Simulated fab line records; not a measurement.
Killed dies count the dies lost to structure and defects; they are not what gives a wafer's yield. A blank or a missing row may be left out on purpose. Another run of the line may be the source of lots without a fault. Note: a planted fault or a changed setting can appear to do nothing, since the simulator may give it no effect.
One fault seen from 2 desks + flow sky130 + numbers are kept per desk, each desk with only its own; the story behind them comes last

AT THE METROLOGY DESK
Means of the sampled wafers that have a number, per lot and without regard to the tool the lot ran on: this is what the gauges read. A lot is out of limits, marked OUT, if its mean lies more than 4 standard deviations from the usual mean; the brackets give that distance.
Columns: A = PASSIVATION_CVD_00_THK at SKY_PASSIVATION_THK_MEAS_01, usual 89.9 nm
| lot  | first seen here | A    |
|------|-----------------|------|
| L126 | day 43 18:26    | 89.6 |
| L127 | day 44 06:24    | 89.0 |
| L128 | day 44 13:42    | 89.7 |
| L129 | day 44 15:17    | 88.9 |
| L130 | day 45 12:17    | 90.1 |
| L135 | day 46 20:56    | 89.6 |
| L138 | day 47 07:04    | 91.6 |
| L141 | day 48 04:23    | 89.5 |
| L144 | day 48 23:13    | 90.1 |
| L145 | day 48 23:35    | 90.9 |
| L146 | day 49 00:47    | 90.3 |
| L147 | day 49 04:19    | 89.2 |
This desk's finding: nothing out of limits on any of the 12 lots.

THE TOOL OWNER'S DESK: plasmaAsher-02
The tool's own readings at SKY_LDD_LDN_STRIP_12 (strips in O2/N2): means of the sampled wafers that have a number, for each lot that ran on this tool. A lot is out of limits, marked OUT, if its mean lies more than 4 standard deviations from the usual mean; the brackets give that distance.
Columns: A = drypumpMotorCurrentA at SKY_LDD_LDN_STRIP_12, usual 6.0 A; B = o2FlowSccm at SKY_LDD_LDN_STRIP_12, usual 2999 sccm; C = oesProductAu at SKY_LDD_LDN_STRIP_12, usual 0.715 a.u.; D = stripTimeToEndpointS at SKY_LDD_LDN_STRIP_12, usual 14.18 s
| lot  | first seen here | A   | B    | C     | D     |
|------|-----------------|-----|------|-------|-------|
| L128 | day 23 22:31    | 6.5 | 2991 | 0.717 | 14.24 |
| L129 | day 24 01:03    | 6.5 | 2995 | 0.717 | 14.18 |
| L130 | day 25 02:22    | 6.4 | 3001 | 0.717 | 14.22 |
| L135 | day 26 23:09    | 6.5 | 2996 | 0.713 | 14.19 |
| L138 | day 27 14:55    | 6.5 | 3004 | 0.717 | 14.21 |
| L146 | day 30 05:10    | 6.5 | 2996 | 0.713 | 14.18 |
| L147 | day 30 09:30    | 6.5 | 3003 | 0.716 | 14.19 |
This desk's finding: nothing out of limits on any of the 7 lots.

PUT TOGETHER
The metrology desk saw nothing out of limits.
The tool owner's desk saw nothing out of limits.

WHAT WAS PUT IN BY THE SIMULATOR
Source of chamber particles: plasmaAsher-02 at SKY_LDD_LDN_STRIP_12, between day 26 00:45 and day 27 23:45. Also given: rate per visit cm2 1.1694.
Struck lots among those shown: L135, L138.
